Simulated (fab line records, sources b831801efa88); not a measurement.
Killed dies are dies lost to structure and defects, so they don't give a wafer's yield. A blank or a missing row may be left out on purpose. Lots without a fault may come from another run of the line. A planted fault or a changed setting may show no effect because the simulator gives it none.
fab line records | flow sky130
record lots=4 wafers=12 last_day=50
route steps=708 shown RES_PROTECT@206 POLY_GATE@213 LDD_N@237 LDD_LDN@303 POLY_CUT@318 PAD_OPEN@708
lots that met no fault: from a run of the same line without faults
start_h: hours from the record's first day to the start of the lot's first wafer shown | wait_h: hours since the lot's step before | " the same as in the row above | L1.1+2: a row that stands for several wafers | - no value, or no start given | * or withheld: withheld | < > ~ a bound
route shown NAME@n: a module of which the file shows steps, and the number in the route of the first | usual: mean/standard deviation of fault-free wafers | same: alike in all rows | chamber/n: place in a boat | sites: the reading at each site | _std_site: their standard deviation | _edge_site: outer sites' mean less inner sites' | radius_mm: how far each site lies from the wafer's centre | mask NAME#n: copy n | behind: the tool/chamber that last shaped the wafer | hold: why the lot was held/for how many hours/how that ended | device: the transistor (n, p or np) that didn't switch | end of line: the same wafers' tests at the end of the route | a step without rows: its recipe alone | killed: dies lost to structure and defects at the first sort, not the wafer's yield | map: a wafer's dies, x killed, . not, _ none there
set.NAME: the setting as run; set.NAME@STEP: as run at that earlier step | model.NAME: the simulator's own value behind a step, which no gauge read
lots at some steps of the route; a table a step, a row a wafer
services: from which hour (start_h, from the record's first day; less than 0 if before it) a tool's chamber was out of use, for how many hours, and why
## steps
# step SKY_RES_PROTECT_DEHYDRATE_00
# recipe temp_c=200 time_s=60
# step SKY_RES_PROTECT_HMDS_01
# recipe prime_time_s=60 prime_temp_c=120
# step SKY_RES_PROTECT_COAT_02
# recipe resist=NOVOLAK spin_rpm=3000 resist_thk_nm=1140
# step SKY_RES_PROTECT_SOFTBAKE_03
# recipe temp_c=90 time_s=60 resist=NOVOLAK
# step SKY_RES_PROTECT_EXPOSE_04
# recipe mask_id=RPM na=0.6 source_shape=conventional sigma_outer=0.6 polarization=unpolarized target_cd_nm=1270 dose_mj=131
# step SKY_RES_PROTECT_PEB_05
# recipe temp_c=withheld time_s=* resist=NOVOLAK
# step SKY_RES_PROTECT_DEVELOP_06
# recipe resist=NOVOLAK developer=TMAH develop_time_s=60 dev_temp_c=23
# step SKY_POLY_GATE_IMPLANT_02
# recipe species=P energy_kev=30 dose_cm2=7.7e+15 tilt_deg=0
# step SKY_RES_PROTECT_STRIP_07
# recipe chemistry=O2/N2 power_w=1400 pressure_mtorr=1500 platen_temp_c=withheld o2_flow_sccm=3000 n2_flow_sccm=300 overash_fraction=0.5
# step SKY_RES_PROTECT_CLEAN_09
# recipe chemistry=SC1/SC2 mix=1:4:20 temp_c=70 time_s=150 dry=n2_spin
# step SKY_POLY_GATE_CVD_03
# recipe material=Si3N4 precursor=DCS/NH3 target_thk_nm=75 temp_c=770 time_s=1290 pressure_mtorr=250
# usual spike_tc_upper_C=767.9/1.6 zone_power_top_pct=27.54/0.28
# columns lot.wafer tool chamber start_h wait_h spike_tc_upper_C zone_power_top_pct model.Si3N4_of_POLY_GATE_CVD_03.thk_nm
L507.1 lpcvd-02 0 364.30 1.4 768.4 27.22 75.53
L507.4 " 0 " " 769.3 27.49 76
L507.6 " 0 " " 769.8 27.52 75.57
L508.1 lpcvd-02 0 379.70 0.0 768.4 27.83 53.52
L508.4 " 0 " " 768.4 27.49 53.81
L508.6 " 0 " " 769.0 27.64 53.61
L509.3 lpcvd-02 0 390.76 1.0 769.2 27.22 52.68
L509.4 " 0 " " 767.6 28.10 53.14
L509.5 " 0 " " 769.7 27.40 53.02
L526.3 lpcvd-02 1 533.63 0.0 767.6 27.27 76.03
L526.4 " 1 " " 767.5 27.75 75.16
L526.5 " 1 " " 768.9 27.56 75.77
# step SKY_POLY_GATE_THK_MEAS_04
# recipe reads=Si3N4_of_POLY_GATE_CVD_03
# usual POLY_GATE_CVD_03_THK=75.8/0.76
# columns lot.wafer tool chamber start_h wait_h POLY_GATE_CVD_03_THK[nm]
L507.1 film_metro-03 - 365.66 0.0 75.6
L507.4 " - " " 76.0
L507.6 " - " " 75.6
L508.1 film_metro-03 - 381.06 0.0 53.5
L508.4 " - " " 53.8
L508.6 " - " " 53.6
L509.3 film_metro-03 - 392.14 0.0 52.7
L509.4 " - " " 53.1
L509.5 " - " " 53.0
L526.3 film_metro-01 - 535.01 0.0 76.0
L526.4 " - " " 75.1
L526.5 " - " " 75.8
# step SKY_POLY_GATE_DEHYDRATE_05
# recipe temp_c=200 time_s=60
# step SKY_POLY_GATE_HMDS_06
# recipe prime_time_s=60 prime_temp_c=120
# step SKY_POLY_GATE_COAT_07
# recipe resist=BARC temp_c=withheld time_s=withheld spin_rpm=3000 resist_thk_nm=110
# step SKY_POLY_GATE_COAT_08
# recipe resist=KrF-thick spin_rpm=3000 resist_thk_nm=450
# step SKY_POLY_GATE_SOFTBAKE_09
# recipe temp_c=100 time_s=90 resist=KrF-thick
# step SKY_POLY_GATE_EXPOSE_10
# recipe mask_id=P1M na=0.68 source_shape=conventional sigma_outer=0.6 target_cd_nm=150 dose_mj=28
# step SKY_POLY_GATE_PEB_11
# recipe peb_temp_c=withheld peb_time_s=withheld resist=KrF-thick
# step SKY_POLY_GATE_DEVELOP_12
# recipe develop_time_s=60 resist=KrF-thick dev_temp_c=21
# step SKY_POLY_GATE_ETCH_15
# recipe chemistry=N2/H2 target=BARC ion_energy_ev=200 source_w=500 bias_w=100 pressure_mtorr=30 n2_flow_sccm=100 h2_flow_sccm=200 stop_on=SiO2 time_s=118.5 target_depth_a=1100
# step SKY_POLY_GATE_ETCH_16
# recipe stop_on=poly-Si chemistry=CH3F/O2 target=Si3N4 source_w=400 bias_w=80 pressure_mtorr=25 ch3f_flow_sccm=40 O2_flow_sccm=30 time_s=147.5 target_depth_a=750
# usual drypump_motor_current_A=5.9/0.43 oes_product_au=0.643/0.0057 throttle_valve_pct=10.535/0.0089
# same time_s=147.5
# columns lot.wafer tool chamber start_h wait_h drypump_motor_current_A oes_product_au rf_hours_counter_h throttle_valve_pct model.etch.depth_nm
L507.1 rie_diel-04 0 394.94 0.0 6.0 0.654 6 10.544 75.53
L507.4 " 3 " " 5.8 0.647 70 10.538 76
L507.6 " 3 " " 5.8 0.642 - 10.524 75.57
L508.1 rie_diel-01 0 410.17 0.0 5.4 0.566 95 10.531 53.52
L508.4 " 3 " " 5.0 0.561 105 10.526 53.81
L508.6 " 3 " " 4.9 0.566 - 10.528 53.61
L509.3 rie_diel-01 0 422.57 0.0 5.3 0.559 95 10.512 52.68
L509.4 " 1 " " 6.2 0.566 78 10.520 53.14
L509.5 " 1 " " 6.2 0.561 - 10.539 53.02
L526.3 rie_diel-02 3 564.59 0.0 6.4 0.639 18 10.529 76.03
L526.4 " 2 " " 6.7 0.640 9 10.538 75.16
L526.5 " 3 " " 6.4 0.644 - 10.528 75.77
# step SKY_POLY_GATE_ETCH_17
# recipe target_depth_nm=180 stop_on=SiO2 over_etch_frac=0.56667 chemistry=HBr/Cl2 target=poly-Si icp_w=400 bias_w=100 pressure_mtorr=10 HBr_flow_sccm=150 Cl2_flow_sccm=50 time_s=70.5
# step SKY_POLY_GATE_STRIP_18
# recipe chemistry=O2/N2 power_w=1400 pressure_mtorr=1500 platen_temp_c=withheld o2_flow_sccm=3000 n2_flow_sccm=300 overash_fraction=0.5
# step SKY_POLY_GATE_CLEAN_19
# recipe chemistry=SC1/SC2 mix=1:4:20 temp_c=70 time_s=150 dry=n2_spin
# step SKY_POLY_GATE_OXIDATION_20
# recipe temp_c=850 ambient=O2 stabilise_s=600 purge_s=300 target_thk_a=40 ox_time_s=899
# step SKY_LDD_N_DEHYDRATE_00
# recipe temp_c=200 time_s=60
# step SKY_LDD_N_HMDS_01
# recipe prime_time_s=60 prime_temp_c=120
# step SKY_LDD_N_COAT_02
# recipe resist=NOVOLAK spin_rpm=3000 resist_thk_nm=300
# step SKY_LDD_N_SOFTBAKE_03
# recipe temp_c=90 time_s=60 resist=NOVOLAK
# step SKY_LDD_N_EXPOSE_04
# recipe mask_id=NTM target_cd_nm=840 na=0.6 source_shape=conventional sigma_outer=0.6 dose_mj=110
# step SKY_LDD_N_PEB_05
# recipe temp_c=withheld time_s=* resist=NOVOLAK
# step SKY_LDD_N_DEVELOP_06
# recipe develop_time_s=60 dev_temp_c=23
# step SKY_LDD_N_IMPLANT_08
# recipe species=As energy_kev=20 dose_cm2=7.5e+13 tilt_deg=withheld rotation_deg=23
# step SKY_LDD_N_IMPLANT_09
# recipe species=As energy_kev=20 dose_cm2=7.5e+13 tilt_deg=withheld rotation_deg=113
# step SKY_LDD_LDN_CLEAN_14
# recipe chemistry=SC1/SC2 mix=1:4:20 temp_c=70 time_s=150 dry=n2_spin
# same time_s=150
# columns lot.wafer tool chamber start_h wait_h model.Si3N4_of_POLY_GATE_CVD_03.thk_nm
L507.1 wet_bench-02 3 550.43 0.1 75.4
L507.4 " 3 " " 75.87
L507.6 " 3 " " 75.43
L508.1 wet_bench-04 3 566.71 0.1 53.39
L508.4 " 3 " " 53.67
L508.6 " 3 " " 53.47
L509.3 wet_bench-04 0 579.38 0.0 52.54
L509.4 " 0 " " 53.01
L509.5 " 0 " " 52.88
L526.3 wet_bench-04 1 709.71 0.0 75.9
L526.4 " 1 " " 75.03
L526.5 " 1 " " 75.63
# step SKY_POLY_CUT_ETCH_11
# recipe target=Si3N4 chemistry=CF4/CH2F2/Ar stop_on=poly-Si source_w=600 bias_w=150 pressure_mtorr=40 cf4_flow_sccm=40 ch2f2_flow_sccm=20 Ar_flow_sccm=150 time_s=42.5 target_depth_a=600
# usual drypump_motor_current_A=5.6/0.4 mfc_ar_sccm=150.0/0.4 oes_product_au=0.834/0.0062 throttle_valve_pct=14.996/0.0094
# same time_s=42.5
# columns lot.wafer tool chamber start_h wait_h drypump_motor_current_A mfc_ar_sccm oes_product_au rf_hours_counter_h throttle_valve_pct model.POLY_CUT.feature_depth_nm model.etch.depth_nm
L507.1 rie_diel-04 3 581.77 0.0 5.8 149.1 0.835 74 14.984 62.18 62.18
L507.4 " 0 " " 6.0 150.1 0.828 10 14.991 62.8 62.8
L507.6 " 0 " " 6.0 150.2 0.840 - 14.985 62.25 62.25
L508.1 rie_diel-03 2 597.42 0.0 6.0 150.1 0.710 35 14.994 44.08 44.08
L508.4 " 2 " " 6.0 149.9 0.710 - 14.990 44.32 44.32
L508.6 " 0 " " 5.3 150.0 0.702 - 14.983 44.17 44.17
L509.3 rie_diel-03 3 610.17 0.0 5.0 149.5 0.695 0 14.987 43.4 43.4
L509.4 " 1 " " 5.6 150.5 0.689 9 14.993 43.88 43.88
L509.5 " 3 " " 5.0 150.3 0.701 - 14.965 43.71 43.71
L526.3 rie_diel-01 0 738.05 0.0 5.3 149.7 0.837 5 14.988 63.08 63.08
L526.4 " 2 " " 5.9 150.3 0.832 22 14.991 61.98 61.98
L526.5 " 2 " " 5.9 150.2 0.832 - 15.017 62.76 62.76
# step SKY_PAD_OPEN_PROBE_99
# usual killed_at_M0_to_M3=43/6.8 killed_at_M4_up=3.2/1.8 killed_at_contacts=24/5.2 killed_at_front_end=15/4.2 killed_at_other=0.4/0.62 killed_dies=85/8.7 killed_open=46/6.7 killed_short=39/5.9
# same gross_dies=492 killed_at_back_side=0
# columns lot.wafer tool chamber start_h wait_h killed_at_M0_to_M3 killed_at_M4_up killed_at_contacts killed_at_front_end killed_at_other killed_dies killed_open killed_short model.etest.cap_li_to_poly.c_af_um2
L507.1 prober-02 - 1091.49 0.1 46 9 16 20 1 92 45 47 95.02
L507.4 prober-02 - 1091.64 0.2 26 5 26 12 1 70 34 36 99.58
L507.6 prober-02 - 1091.74 0.2 52 7 26 18 0 103 48 55 96.94
L508.1 prober-02 - 1102.41 0.1 33 3 25 21 0 82 48 34 96.07
L508.4 prober-02 - 1102.56 0.2 42 2 18 18 0 80 43 35 97.16
L508.6 prober-02 - 1102.66 0.2 45 3 23 14 1 86 41 45 95.21
L509.3 prober-01 - 1112.77 0.2 43 4 30 19 0 96 45 51 95.34
L509.4 prober-01 - 1112.82 0.2 47 4 27 15 0 93 56 37 96.69
L509.5 prober-01 - 1112.87 0.2 39 4 35 8 0 86 48 38 95.97
L526.3 prober-01 - 1191.26 0.2 45 1 20 17 1 84 51 32 98.38
L526.4 prober-01 - 1191.31 0.2 48 5 18 10 0 81 47 34 94.44
L526.5 prober-01 - 1191.36 0.2 27 1 19 17 1 65 37 27 100.1
# killed by level:class
L507.1 VIA3:geometric_particle:open=8 VIA1:geometric_particle:short=7 CONTACT:geometric_particle:open=7 VIA1:geometric_particle:open=7 METAL4:geometric_particle:short=7 POLY_GATE:geometric_particle:open=6 METAL1:geometric_particle:short=6 FIELD_ISO:geometric_particle:open=5
L507.4 CONTACT:geometric_particle:short=9 CONTACT:geometric_particle:open=6 FIELD_ISO:geometric_particle:open=4 FIELD_ISO:geometric_particle:short=4 VIA1:geometric_particle:open=4 LI_CONTACT:geometric_particle:open=4 VIA2:geometric_particle:open=4 LI_CONTACT:geometric_particle:short=3
L507.6 METAL2:geometric_particle:short=11 CONTACT:geometric_particle:open=10 VIA1:geometric_particle:open=8 VIA2:geometric_particle:open=7 VIA3:geometric_particle:open=7 CONTACT:geometric_particle:short=6 VIA1:geometric_particle:short=6 METAL4:geometric_particle:short=6
L508.1 VIA1:geometric_particle:open=10 POLY_GATE:geometric_particle:open=8 CONTACT:geometric_particle:open=8 LI_CONTACT:geometric_particle:open=6 VIA3:geometric_particle:open=6 FIELD_ISO:geometric_particle:short=5 METAL2:geometric_particle:short=5 METAL1:geometric_particle:short=4
L508.4 VIA1:geometric_particle:open=10 METAL1:geometric_particle:short=9 POLY_GATE:geometric_particle:short=7 LI_CONTACT:geometric_particle:open=7 POLY_GATE:geometric_particle:open=6 CONTACT:geometric_particle:open=6 VIA2:geometric_particle:open=5 VIA3:geometric_particle:open=5
L508.6 CONTACT:geometric_particle:open=8 METAL2:geometric_particle:short=8 METAL1:geometric_particle:short=7 LI_CONTACT:geometric_particle:open=7 VIA1:geometric_particle:open=6 VIA1:geometric_particle:short=6 FIELD_ISO:geometric_particle:short=5 VIA2:geometric_particle:open=5
L509.3 CONTACT:geometric_particle:open=10 METAL1:geometric_particle:short=9 VIA1:geometric_particle:open=8 VIA2:geometric_particle:open=8 POLY_GATE:geometric_particle:short=6 METAL2:geometric_particle:short=6 LI_CONTACT:geometric_particle:short=6 LI_CONTACT:geometric_particle:open=6
L509.4 VIA1:geometric_particle:open=13 LI_CONTACT:geometric_particle:open=8 VIA3:geometric_particle:open=8 CONTACT:geometric_particle:open=7 VIA2:geometric_particle:open=6 VIA1:geometric_particle:short=6 FIELD_ISO:geometric_particle:open=5 LI_CONTACT:geometric_particle:short=4
L509.5 CONTACT:geometric_particle:open=14 LI_CONTACT:geometric_particle:open=11 VIA1:geometric_particle:open=8 VIA2:geometric_particle:short=7 VIA1:geometric_particle:short=6 VIA3:geometric_particle:open=5 POLY_GATE:geometric_particle:short=4 CONTACT:geometric_particle:short=4
L526.3 CONTACT:geometric_particle:open=12 VIA3:geometric_particle:open=10 VIA2:geometric_particle:open=7 VIA1:geometric_particle:open=7 FIELD_ISO:geometric_particle:short=5 FIELD_ISO:geometric_particle:open=4 LI_CONTACT:geometric_particle:open=4 VIA2:geometric_particle:short=4
L526.4 VIA3:geometric_particle:open=10 VIA1:geometric_particle:open=9 VIA2:geometric_particle:open=9 CONTACT:geometric_particle:open=8 LI_CONTACT:geometric_particle:open=6 FIELD_ISO:geometric_particle:short=5 METAL4:geometric_particle:short=5 VIA1:geometric_particle:short=4
L526.5 LI_CONTACT:geometric_particle:open=10 VIA2:geometric_particle:open=6 CONTACT:geometric_particle:short=4 VIA1:geometric_particle:open=4 VIA3:geometric_particle:open=4 FIELD_ISO:geometric_particle:short=3 POLY_GATE:geometric_particle:short=3 SPACER:geometric_particle:open=3
## services
# columns tool chamber start_h hours kind
rie_diel-03 1 373.79 9.5 repair
wet_bench-04 - 381.29 0.7 repair
rie_diel-01 0 391.64 1.3 repair
rie_diel-04 1 436.55 5.3 repair
rie_diel-04 0 460.33 3.3 repair
rie_diel-01 - 499.71 2.8 pm
rie_diel-03 0 506.26 2.7 repair
rie_diel-04 - 509.63 1.1 repair
rie_diel-03 - 533.40 0.4 repair
rie_diel-03 3 533.64 10.6 repair
rie_diel-03 3 577.44 7.4 repair
rie_diel-04 - 588.19 28.1 pm
rie_diel-03 2 599.85 1.9 repair
rie_diel-04 1 629.21 5.6 repair
rie_diel-01 2 629.42 3.9 repair
rie_diel-03 - 661.51 2.8 pm
rie_diel-03 - 670.20 2.0 repair
rie_diel-03 - 670.23 0.6 repair
lpcvd-02 - 682.47 4.8 repair
rie_diel-03 0 689.35 6.7 repair
rie_diel-03 3 694.04 31.4 repair
rie_diel-03 1 736.12 4.1 repair
rie_diel-01 - 736.70 1.1 repair
rie_diel-03 3 737.14 10.1 repair
## key
first_sign step=SKY_POLY_GATE_THK_MEAS_04 reading=POLY_GATE_CVD_03_THK direction=down sigmas=30 usual=75.8 struck=53.3
effect step=SKY_POLY_GATE_ETCH_16 reading=oes_product_au direction=down sigmas=14 usual=0.643 struck=0.563
effect step=SKY_POLY_CUT_ETCH_11 reading=oes_product_au direction=down sigmas=22 usual=0.834 struck=0.701
model_effect step=SKY_POLY_GATE_CVD_03 value=Si3N4_of_POLY_GATE_CVD_03.thk_nm without=76.15 struck=53.3
model_effect step=SKY_POLY_GATE_ETCH_16 value=etch.depth_nm without=76.15 struck=53.3
model_effect step=SKY_LDD_LDN_CLEAN_14 value=Si3N4_of_POLY_GATE_CVD_03.thk_nm without=76.02 struck=53.16
model_effect step=SKY_POLY_CUT_ETCH_11 value=POLY_CUT.feature_depth_nm without=62.81 struck=43.93
model_effect step=SKY_PAD_OPEN_PROBE_99 value=etest.cap_li_to_poly.c_af_um2 without=99.08 struck=96.07
met_at SKY_POLY_GATE_CVD_03
struck_wafers L508.1,L508.4,L508.6,L509.3,L509.4,L509.5
tester_left_out L508,L509
onset_between 364.30 379.70
fault kind=process_parameter_drift tool=lpcvd-02 chamber=- onset_h=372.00 steps=SKY_POLY_GATE_CVD_03 channel=target_thk_nm offset=-22.854 shape=step end_h=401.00 acts_in=these_recipes_only stated=75
# tester_left_out: of these lots the tester's yield and bins aren't shown, on N5 and GAA mostly nor the transistor test; their killed dies are dies lost to structure and defects alone, not to doping, threshold or leakage, so they don't give the yield
